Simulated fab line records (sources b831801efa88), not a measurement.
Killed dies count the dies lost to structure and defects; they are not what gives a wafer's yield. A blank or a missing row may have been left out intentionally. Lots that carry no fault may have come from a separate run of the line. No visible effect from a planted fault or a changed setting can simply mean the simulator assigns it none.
Which tool did it?    flow sky130    36 wafers from 12 lots sampled at 2 of the route's 708 steps

WHAT THE GAUGES SHOWED, per wafer
SKY_LDD_N_OVL_MEAS_07.
lot   measured      on          LDD_N_OVL (nm)
L075  day 17 23:24  overlay-02  3.4 1.5 1.9
L077  day 19 06:35  overlay-01  1.2 4.0 1.7
L079  day 20 04:19  overlay-01  -0.4 -0.2 0.9
L081  day 20 21:34  overlay-01  -1.4 0.3 -1.9
L083  day 21 20:59  overlay-01  0.7 0.3 -0.1
L085  day 22 04:28  overlay-02  0.0 -1.1 0.6
L087  day 22 14:59  overlay-01  0.4 0.8 -0.2
L089  day 23 09:20  overlay-02  1.3 0.0 -0.7
L091  day 24 05:52  overlay-01  -0.4 0.3 -1.3
L093  day 24 16:34  overlay-02  -0.6 0.1 -1.3
L095  day 25 17:47  overlay-02  2.4 0.5 0.5
L097  day 26 09:13  overlay-02  -2.5 -4.2 -1.9

WHAT TOOL EACH LOT RAN ON (gives the tool, then ch and the chambers of the sampled wafers, and finally the start)
lot   SKY_VT_ADJUST_NCORE_STRIP_10
L075  plasma_asher-04 ch 0,1, day 8 19:50
L077  plasma_asher-03 ch 0, day 9 20:19
L079  plasma_asher-04 ch 0,1, day 10 11:43
L081  plasma_asher-03 ch 0,1, day 10 21:44
L083  plasma_asher-04 ch 0,1, day 11 15:17
L085  plasma_asher-03 ch 0,1, day 11 19:35
L087  plasma_asher-03 ch 0,1, day 12 12:37
L089  plasma_asher-01 ch 0,1, day 13 05:36
L091  plasma_asher-03 ch 1, day 13 21:43
L093  plasma_asher-03 ch 0,1, day 14 04:39
L095  plasma_asher-01 ch 0,1, day 15 02:16
L097  plasma_asher-03 ch 0,1, day 15 11:39
- SKY_VT_ADJUST_NCORE_STRIP_10: strips in O2/N2.

THE ANSWER, worked out from the rows above alone
Rule: usual is defined by the lots themselves. The widest of any qualifying gaps counts: lots, ordered by their means at a reading, are off when they make up no more than a third of the lots, leave a main group of 4 or more, and stand apart from it by 3 or more times the standard deviation of that group's means. Not used: any main group whose means are identical at the precision the tables above print for the reading. Also off: a lot with no number at a reading for which 4 or more lots have one. Where the step has rows for the other lots, those lots are counted as sound.
None of the lots is off at any reading shown; this tells nothing.

WHAT THE SIMULATOR PUT IN
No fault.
